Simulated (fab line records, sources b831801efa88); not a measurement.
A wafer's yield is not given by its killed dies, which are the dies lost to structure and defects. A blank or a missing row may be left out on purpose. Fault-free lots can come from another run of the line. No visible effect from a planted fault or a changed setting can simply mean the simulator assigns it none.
fab line records	flow sky130
record: lots: 7	wafers: 21	last_day: 49
route steps=708 shown VIA2@523 METAL3@532
lots that met no fault: from a run of the same line without faults
start_h: start of the lot's first displayed wafer, in hours after the record's first day	wait_h: hours since the lot's step before	" repeats the value in the row above	L1.1+2: one row covering several wafers at once	- value missing, or start not given	* or withheld: withheld	< > ~ a bound
route shown NAME@n: NAME is a module with steps in the file, n the number in the route of the first one	usual: the fault-free wafers' mean and standard deviation	same: alike in all rows	chamber/n: place in a boat	sites: each site's reading	_std_site: how widely they spread, as a standard deviation	_edge_site: outer sites' mean less inner sites'	radius_mm: how far each site lies from the wafer's centre	mask NAME#n: copy n	behind: the tool/chamber that last shaped the wafer	hold: what put the lot on hold/how long, in hours/how the hold closed	device: transistor that didn't switch, given as n, p or np	end of line: the same wafers' tests at the end of the route	a step with no rows: only its recipe	killed: dies that structure and defects cost at the first sort, which is not the same as the wafer's yield	map: a wafer's dies, x killed, . not, _ none there
set.NAME: the setting as run; set.NAME@STEP: as run at that earlier step	model.NAME: the simulator's own value behind a step, which no gauge read
lots seen at some steps along the route; tables by step, rows by wafer
services: from which hour (start_h, from the record's first day; less than 0 if before it) a tool's chamber was out of use, for how many hours, and why
== steps ==
step: SKY_VIA2_STRIP_16
recipe: chemistry: O2/N2	power_w: 1400	pressure_mtorr: 1500	platen_temp_c: withheld	o2_flow_sccm: 3000	n2_flow_sccm: 300	overash_fraction: 0.5
usual: drypump_motor_current_A: 5.6/0.45	oes_product_au: 0.399/0.0047	strip_time_to_endpoint_s: 4.055/0.023
lot.wafer	tool	chamber	start_h	wait_h	drypump_motor_current_A	oes_product_au	rf_hours_counter_h	strip_time_to_endpoint_s
L397.1	plasma_asher-02	0	845.18	0.0	6.4	0.397	67	4.039
L397.3	"	1	"	"	6.0	0.406	-	4.074
L397.5	"	1	"	"	6.0	0.392	-	4.059
L405.1	plasma_asher-01	0	913.68	0.0	5.7	0.395	115	4.047
L405.4	"	1	"	"	5.0	0.406	-	4.029
L405.6	"	0	"	"	5.7	0.398	-	4.082
L406.1	plasma_asher-03	1	921.36	0.0	5.4	0.400	17	4.050
L406.3	"	1	"	"	5.4	0.400	-	4.055
L406.5	"	1	"	"	5.4	0.402	-	4.080
L407.3	plasma_asher-02	0	932.81	0.1	6.4	0.400	-	4.055
L407.5	"	0	"	"	6.4	0.395	-	4.070
L407.6	"	1	"	"	6.0	0.407	-	4.065
L410.2	plasma_asher-01	1	945.50	0.0	5.0	0.403	118	4.047
L410.4	"	0	"	"	5.6	0.395	-	4.064
L410.6	"	0	"	"	5.7	0.397	-	4.051
L414.1	plasma_asher-01	1	968.23	0.0	5.0	0.394	121	4.029
L414.2	"	0	"	"	5.7	0.393	121	4.028
L414.4	"	1	"	"	5.0	0.397	-	4.089
L415.2	plasma_asher-01	0	992.73	0.0	5.7	0.399	123	4.044
L415.3	"	1	"	"	5.0	0.399	-	4.067
L415.6	"	1	"	"	5.0	0.401	-	4.075
step: SKY_VIA2_STRIP_17
recipe: chemistry: post_etch_residue_remover	time_s: 1200	temp_c: 72.5
step: SKY_VIA2_CLEAN_18
recipe: chemistry: IPA	time_s: 180	temp_c: 25
step: SKY_VIA2_CLEAN_19
recipe: chemistry: O3/DIW	dry: n2_spin
step: SKY_VIA2_SPUTTER_20
recipe: material: TiN	target_thk_nm: 20	chamber_pressure_pa: 5	power_w: 4000	time_s: 80
usual: cathode_dc_power_W: 4000.0/0.72	chamber_pressure_pa: 4.999/0.01	throttle_valve_pct: 29.7/0.82
lot.wafer	tool	chamber	start_h	wait_h	cathode_dc_power_W	chamber_pressure_pa	throttle_valve_pct
L397.1	pvd_sputter-03	-	845.77	0.0	4000.8	4.992	29.4
L397.3	"	-	"	"	4002.1	4.984	29.1
L397.5	"	-	"	"	4000.4	4.997	29.4
L405.1	pvd_sputter-04	-	914.30	0.0	3999.5	4.995	30.2
L405.4	"	-	"	"	4001.3	5.014	29.8
L405.6	"	-	"	"	3999.6	4.999	32.0
L406.1	pvd_sputter-03	-	921.99	0.0	4000.0	4.997	29.5
L406.3	"	-	"	"	3998.5	4.997	29.6
L406.5	"	-	"	"	4000.2	5.005	29.3
L407.3	pvd_sputter-03	-	933.37	0.0	4000.1	5.002	29.6
L407.5	"	-	"	"	3999.5	5.001	29.5
L407.6	"	-	"	"	4000.2	5.000	30.2
L410.2	pvd_sputter-04	-	946.10	0.0	3999.8	5.013	29.5
L410.4	"	-	"	"	4000.8	4.992	32.1
L410.6	"	-	"	"	4001.2	5.000	30.6
L414.1	pvd_sputter-01	-	968.82	0.0	3998.6	4.985	29.1
L414.2	"	-	"	"	3999.9	4.992	28.3
L414.4	"	-	"	"	4000.3	5.015	29.0
L415.2	pvd_sputter-04	-	993.33	0.0	4001.1	5.000	29.6
L415.3	"	-	"	"	3999.9	4.998	30.7
L415.6	"	-	"	"	4000.5	4.997	29.7
step: SKY_VIA2_CVD_21
recipe: material: W	target_thk_nm: 420	time_s: 126.4	temp_c: 400	pressure_torr: 40
usual: heater_power_w: 870/75
lot.wafer	tool	chamber	start_h	wait_h	heater_power_w
L397.1	cvd_w-02	0	845.83	0.0	843
L397.3	"	1	"	"	960
L397.5	"	0	"	"	867
L405.1	cvd_w-02	1	914.36	0.0	928
L405.4	"	1	"	"	929
L405.6	"	0	"	"	846
L406.1	cvd_w-02	0	922.05	0.0	841
L406.3	"	1	"	"	980
L406.5	"	1	"	"	990
L407.3	cvd_w-02	0	933.47	0.1	827
L407.5	"	0	"	"	844
L407.6	"	1	"	"	958
L410.2	cvd_w-02	0	946.16	0.0	882
L410.4	"	0	"	"	852
L410.6	"	1	"	"	930
L414.1	cvd_w-02	0	968.88	0.0	850
L414.2	"	1	"	"	972
L414.4	"	0	"	"	847
L415.2	cvd_w-01	0	993.39	0.0	858
L415.3	"	0	"	"	879
L415.6	"	0	"	"	878
step: SKY_VIA2_RS_MEAS_22
recipe: thk_meas_gauge: four-point-probe	reads: W_of_VIA2_CVD_21+TiN_of_VIA2_SPUTTER_20
usual: VIA2_W_RS: 0.274/0.0031
lot.wafer	tool	chamber	start_h	wait_h	VIA2_W_RS[ohm/sq]
L397.1	film_metro-01	-	845.96	0.1	0.276
L397.3	"	-	"	"	0.271
L397.5	"	-	"	"	0.272
L405.1	film_metro-03	-	914.50	0.1	0.276
L405.4	"	-	"	"	0.273
L405.6	"	-	"	"	0.276
L406.1	film_metro-01	-	922.18	0.1	0.275
L406.3	"	-	"	"	0.275
L406.5	"	-	"	"	0.276
L407.3	film_metro-04	-	933.60	0.1	0.277
L407.5	"	-	"	"	0.279
L407.6	"	-	"	"	0.274
L410.2	film_metro-04	-	946.31	0.1	0.278
L410.4	"	-	"	"	0.279
L410.6	"	-	"	"	0.276
L414.1	film_metro-03	-	969.01	0.1	0.279
L414.2	"	-	"	"	0.275
L414.4	"	-	"	"	0.279
L415.2	film_metro-03	-	993.54	0.1	0.269
L415.3	"	-	"	"	0.270
L415.6	"	-	"	"	0.270
step: SKY_VIA2_THK_MEAS_23
recipe: thk_meas_gauge: xrf	reads: W_of_VIA2_CVD_21
usual: VIA2_W_THK: 425/6.6
lot.wafer	tool	chamber	start_h	wait_h	VIA2_W_THK[nm]
L397.1	film_metro-01	-	846.08	0.1	426
L397.3	"	-	"	"	434
L397.5	"	-	"	"	432
L405.1	film_metro-03	-	914.62	0.1	418
L405.4	"	-	"	"	424
L405.6	"	-	"	"	419
L406.1	film_metro-01	-	922.30	0.1	431
L406.3	"	-	"	"	429
L406.5	"	-	"	"	428
L407.3	film_metro-04	-	933.70	0.1	419
L407.5	"	-	"	"	416
L407.6	"	-	"	"	420
L410.2	film_metro-04	-	946.42	0.1	417
L410.4	"	-	"	"	418
L410.6	"	-	"	"	419
L414.1	film_metro-03	-	969.13	0.1	416
L414.2	"	-	"	"	425
L414.4	"	-	"	"	421
L415.2	film_metro-03	-	993.65	0.1	436
L415.3	"	-	"	"	434
L415.6	"	-	"	"	433
step: SKY_VIA2_CMP_24
recipe: stop_on: SiO2	t_overpolish_s: 20	down_force_psi: 3.5	platen_rpm: 60	target_thk_nm: 0	pad_velocity_m_s: 0.94248
step: SKY_METAL3_SPUTTER_00
recipe: material: Ti	target_thk_nm: 15	power_w: 3000	time_s: 10	chamber_pressure_pa: 0.4
usual: cathode_dc_power_W: 3000.0/0.5	chamber_pressure_pa: 0.4000/0.00081	throttle_valve_pct: 30.0/0.93
lot.wafer	tool	chamber	start_h	wait_h	cathode_dc_power_W	chamber_pressure_pa	throttle_valve_pct
L397.1	pvd_sputter-04	-	846.44	0.2	2999.8	0.4007	31.0
L397.3	"	-	"	"	2999.6	0.3997	31.8
L397.5	"	-	"	"	2999.5	0.4018	30.4
L405.1	pvd_sputter-03	-	914.98	0.1	3000.3	0.4005	29.4
L405.4	"	-	"	"	3000.7	0.4002	29.3
L405.6	"	-	"	"	3000.4	0.4002	29.0
L406.1	pvd_sputter-04	-	922.66	0.2	3000.6	0.3994	31.9
L406.3	"	-	"	"	2999.7	0.4014	29.8
L406.5	"	-	"	"	3000.0	0.3996	30.7
L407.3	pvd_sputter-04	-	934.04	0.2	3000.3	0.4011	30.6
L407.5	"	-	"	"	2999.7	0.3994	31.7
L407.6	"	-	"	"	2999.8	0.4000	30.0
L410.2	pvd_sputter-02	-	946.77	0.1	3000.1	0.3993	29.5
L410.4	"	-	"	"	3000.0	0.4007	31.4
L410.6	"	-	"	"	3000.0	0.4006	29.3
L414.1	pvd_sputter-03	-	969.49	0.1	3000.4	0.4002	29.8
L414.2	"	-	"	"	2999.7	0.3996	29.1
L414.4	"	-	"	"	3000.0	0.3991	29.8
L415.2	pvd_sputter-02	-	994.00	0.1	2999.6	0.3989	31.1
L415.3	"	-	"	"	2999.5	0.3999	28.8
L415.6	"	-	"	"	3000.1	0.4000	29.5
step: SKY_METAL3_SPUTTER_01
recipe: material: TiN	target_thk_nm: 20	power_w: 6500	time_s: 16.7	chamber_pressure_pa: 0.4
step: SKY_METAL3_SPUTTER_02
recipe: material: AlCu	target_thk_nm: 735	power_w: 10600	time_s: 39.1	chamber_pressure_pa: 0.4
usual: cathode_dc_power_W: 10600/1.9	chamber_pressure_pa: 0.4001/0.00076	throttle_valve_pct: 30.0/0.94
lot.wafer	tool	chamber	start_h	wait_h	cathode_dc_power_W	chamber_pressure_pa	throttle_valve_pct
L397.1	pvd_sputter-04	-	846.49	0.0	10598	0.3993	30.7
L397.3	"	-	"	"	10600	0.3989	32.1
L397.5	"	-	"	"	10598	0.3997	30.8
L405.1	pvd_sputter-03	-	915.02	0.0	10599	0.3990	29.3
L405.4	"	-	"	"	10600	0.4006	29.4
L405.6	"	-	"	"	10596	0.4007	29.7
L406.1	pvd_sputter-04	-	922.71	0.0	10599	0.3999	32.1
L406.3	"	-	"	"	10604	0.4000	29.8
L406.5	"	-	"	"	10602	0.4001	30.8
L407.3	pvd_sputter-04	-	934.09	0.0	10602	0.4014	30.7
L407.5	"	-	"	"	10599	0.4006	31.6
L407.6	"	-	"	"	10601	0.3993	30.1
L410.2	pvd_sputter-02	-	946.82	0.0	10602	0.3991	29.9
L410.4	"	-	"	"	10596	0.4005	31.7
L410.6	"	-	"	"	10601	0.4014	29.3
L414.1	pvd_sputter-03	-	969.54	0.0	10597	0.4013	30.2
L414.2	"	-	"	"	10603	0.4000	29.3
L414.4	"	-	"	"	10603	0.4006	29.5
L415.2	pvd_sputter-02	-	994.05	0.0	10602	0.3997	31.2
L415.3	"	-	"	"	10602	0.3999	28.9
L415.6	"	-	"	"	10603	0.4011	29.6
step: SKY_METAL3_SPUTTER_03
recipe: material: Ti	target_thk_nm: 5	power_w: 3000	time_s: 3.3	chamber_pressure_pa: 0.4
usual: cathode_dc_power_W: 3000.0/0.54	chamber_pressure_pa: 0.4001/0.00098	throttle_valve_pct: 29.9/0.94
lot.wafer	tool	chamber	start_h	wait_h	cathode_dc_power_W	chamber_pressure_pa	throttle_valve_pct
L397.1	pvd_sputter-04	-	846.52	0.0	3000.0	0.4001	30.7
L397.3	"	-	"	"	3000.6	0.3970	32.0
L397.5	"	-	"	"	3000.7	0.3992	30.7
L405.1	pvd_sputter-03	-	915.06	0.0	-	-	-
L405.4	"	-	"	"	-	-	-
L405.6	"	-	"	"	-	-	-
L406.1	pvd_sputter-04	-	922.75	0.0	-	-	-
L406.3	"	-	"	"	-	-	-
L406.5	"	-	"	"	-	-	-
L407.3	pvd_sputter-04	-	934.13	0.0	-	-	-
L407.5	"	-	"	"	-	-	-
L407.6	"	-	"	"	-	-	-
L410.2	pvd_sputter-02	-	946.86	0.0	3000.4	0.3989	29.8
L410.4	"	-	"	"	2999.8	0.4007	31.6
L410.6	"	-	"	"	2999.3	0.4000	29.4
L414.1	pvd_sputter-03	-	969.58	0.0	2999.9	0.3994	29.8
L414.2	"	-	"	"	3000.0	0.3997	29.0
L414.4	"	-	"	"	3001.2	0.4006	29.4
L415.2	pvd_sputter-02	-	994.09	0.0	3000.8	0.3998	31.7
L415.3	"	-	"	"	2999.6	0.4006	28.8
L415.6	"	-	"	"	3000.7	0.4003	29.9
step: SKY_METAL3_SPUTTER_04
recipe: material: TiN	target_thk_nm: 70	power_w: 6500	time_s: 58.3	chamber_pressure_pa: 0.4
== services ==
tool	chamber	start_h	hours	kind
plasma_asher-01	-	822.79	4.0	pm
cvd_w-02	1	851.96	3.1	repair
plasma_asher-03	-	855.42	2.8	pm
pvd_sputter-04	-	865.95	3.0	repair
pvd_sputter-01	-	870.55	4.3	repair
plasma_asher-03	-	892.76	7.6	repair
plasma_asher-02	-	902.07	15.6	pm
cvd_w-01	-	904.00	14.0	pm
cvd_w-01	0	904.00	14.0	vent_cycle
cvd_w-01	1	904.00	14.0	vent_cycle
cvd_w-01	1	904.07	4.9	repair
cvd_w-01	0	918.00	-	clean
cvd_w-01	1	918.00	-	clean
cvd_w-02	-	961.01	2.8	pm
plasma_asher-02	-	969.70	1.8	repair
== key ==
first_sign: step: SKY_METAL3_SPUTTER_03	reading: tool_record	direction: missing
effect none on later readings
met_at SKY_METAL3_SPUTTER_03
struck_wafers L405.1,L405.4,L405.6,L406.1,L406.3,L406.5,L407.3,L407.5,L407.6
later_rows_left_out L405.1,L405.4,L405.6,L406.1,L406.3,L406.5,L407.3,L407.5,L407.6
sort_left_out L405.1,L405.4,L405.6,L406.1,L406.3,L406.5,L407.3,L407.5,L407.6
onset_between 846.52 915.06
fault: kind: skipped_step_whole	tool: pvd_sputter-03,pvd_sputter-04	chamber: -	onset_h: 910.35	steps: SKY_METAL3_SPUTTER_03	scope: struck_lots_only
sort_left_out: the simulated sort isn't trusted on such a fault, so these wafers' sort isn't shown, and their yield isn't known
later_rows_left_out: the simulator's readings of these wafers behind a module that went badly wrong aren't trusted and aren't shown, but for the sort
